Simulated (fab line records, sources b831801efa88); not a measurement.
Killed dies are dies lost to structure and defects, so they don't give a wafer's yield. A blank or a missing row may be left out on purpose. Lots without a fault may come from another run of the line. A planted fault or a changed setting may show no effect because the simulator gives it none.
Chamber matching | flow sky130 | SKY_CONTACT_CVD_00 on pecvd-04: 3 sister chambers
The step deposits Si3N4, target thk 75 nm. 3 wafers are shown with their chamber, then 9 later ones without.

WAFERS WITH THEIR CHAMBER
wafer  | chamber | heater_power_w (W)
L083.2 | 1       | 826
L083.4 | 0       | 656
L083.5 | 2       | 732

WAFERS WITHOUT THEIR CHAMBER
wafer  | heater_power_w (W)
L085.2 | 755
L085.3 | 776
L085.4 | 796
L092.1 | 804
L092.3 | 742
L092.6 | 750
L095.3 | 803
L095.4 | 744
L095.5 | 808

WHICH CHAMBER EACH WENT THROUGH
wafer  | from the rows above     | in truth
L085.2 | can't be placed: 2 or 1 | 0
L085.3 | can't be placed: 2 or 1 | 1
L085.4 | can't be placed: 1 or 2 | 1
L092.1 | 1                       | 1
L092.3 | 2                       | 2
L092.6 | 2                       | 2
L095.3 | can't be placed: 1 or 2 | 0
L095.4 | 2                       | 2
L095.5 | 1                       | 1
Placed correctly: 5 of 9. Can't be placed from these rows: 4 (the true chamber is among the candidates in 2). Placed wrongly: 0.
How it was worked out, from the rows above alone: a wafer's distance from a chamber is the root of the sum, over the readings, of the square of ((its reading less the chamber's mean) divided by the reading's scatter). The wafer belongs to the nearest chamber; if the next one is less than 2 further off, it can't be placed. A chamber's mean is the mean of its shown wafers. The scatter: with one shown wafer a chamber, the root of the mean of the squares of how far each hidden wafer lies from its nearest shown one.
